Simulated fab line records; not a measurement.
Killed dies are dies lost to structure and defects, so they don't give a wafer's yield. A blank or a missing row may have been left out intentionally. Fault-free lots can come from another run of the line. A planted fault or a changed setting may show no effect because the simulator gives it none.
Problem report, 8D (eight disciplines) form, completed by code / flow sky130 / the parts of the form that need people (team, actions taken, sign-off) are left out

1. WHAT IS WRONG
CONTACT_HDPCVD_THK at SKY_CONTACT_THK_MEAS_03 reads a mean of 280 nm on 3 wafers of 2 lots; wafers without a fault read 566 nm with a standard deviation of 6.4. Relative to the usual mean, that is a shift of -45 standard deviations.
Earliest sighting: wafer L687.2 on film_metro-04 at day 32 21:19. At this step, 42 wafers from 14 lots have a number in the record. By rule, "out" or "out of limits" means more than 4 standard deviations away from the usual mean. The other wafers with a number count as sound.

2. WHAT IT IS; WHAT IT IS NOT
question=which readings at this step | is=CONTACT_HDPCVD_THK | is not=-
question=which lots | is=L687, L690 | is not=L683, L684, L685, L686, L688, L694, L699, L700, L701, L702, L703, L705
question=which wafers of those lots | is=L687.2, L687.4, L690.3 | is not=L687.6, L690.1, L690.6
question=read on which gauges | is=film_metro-04 | is not=film_metro-02, film_metro-03
question=when | is=from day 32 21:19 | is not=up to then (13 sound wafers); but 26 sound wafers of L688, L690, L694, L699, L700, L701, L702, L703, L705 came after

3. SUSPECTS, AND WHAT RULES EACH OUT
Counting: a tool at a process step up to the reading stays a suspect if it ran every lot that is out. Sound lots after the first of them don't rule it out here, since some wafers of a struck lot are sound.
- the gauge at SKY_CONTACT_THK_MEAS_03 has been ruled out. All the wafers that are out were read on film_metro-04, but those of them that SKY_CONTACT_CMP_04 has rows for are out there too, on other tools.
- hdpcvd-02 at SKY_CONTACT_HDPCVD_02 (deposits SiO2, target thk 565 nm, time 94.2 s): kept. It processed each lot that is out (first: L687, day 32 21:14); up to then, its last sound lot is L686 (day 32 10:51).
Left after counting: hdpcvd-02 at SKY_CONTACT_HDPCVD_02.

4. THE CAUSE (what the simulator had put in)
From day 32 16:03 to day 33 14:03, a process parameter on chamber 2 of hdpcvd-02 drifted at SKY_CONTACT_HDPCVD_02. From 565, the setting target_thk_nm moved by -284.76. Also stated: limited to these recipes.
After counting, this tool was the only one left.

5. THE CHAIN OF EFFECTS, in route order
One row per reading whose mean, taken over the struck wafers that have a number, lies over 3 standard deviations from the usual. Only readings whose record carries a usual standard deviation are examined. hours: median over the lots of the time between each lot's start at the first step of this table that gives one and its start at this step. sigmas: the change, counted in usual standard deviations.
hours=0; step=SKY_CONTACT_THK_MEAS_03; reading=CONTACT_HDPCVD_THK; usual=566 nm; on struck wafers=280; change=-286; sigmas=-45
hours=0; step=SKY_CONTACT_CMP_04; reading=time_to_endpoint_s; usual=83 s; on struck wafers=50; change=-33; sigmas=-7.3
hours=28; step=SKY_CONTACT_ETCH_17; reading=oes_product_au; usual=0.892 a.u.; on struck wafers=0.801; change=-0.091; sigmas=-19
Here are the process steps it includes:
- SKY_CONTACT_CMP_04: polishes SiO2.
- SKY_CONTACT_ETCH_17: etches SiO2 in C4F8/O2/Ar, stops on Si3N4, target depth 340 nm.

6. WHAT WOULD HAVE CAUGHT IT SOONER
In this record the first reading out of limits at a measuring or inspecting step was taken at day 32 21:19, 5 hours after the fault began at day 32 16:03.
Lots out: 2; of these, L690 started SKY_CONTACT_HDPCVD_02 on hdpcvd-02 after day 32 21:19. It would have been spared by a hold on the tool at that moment.
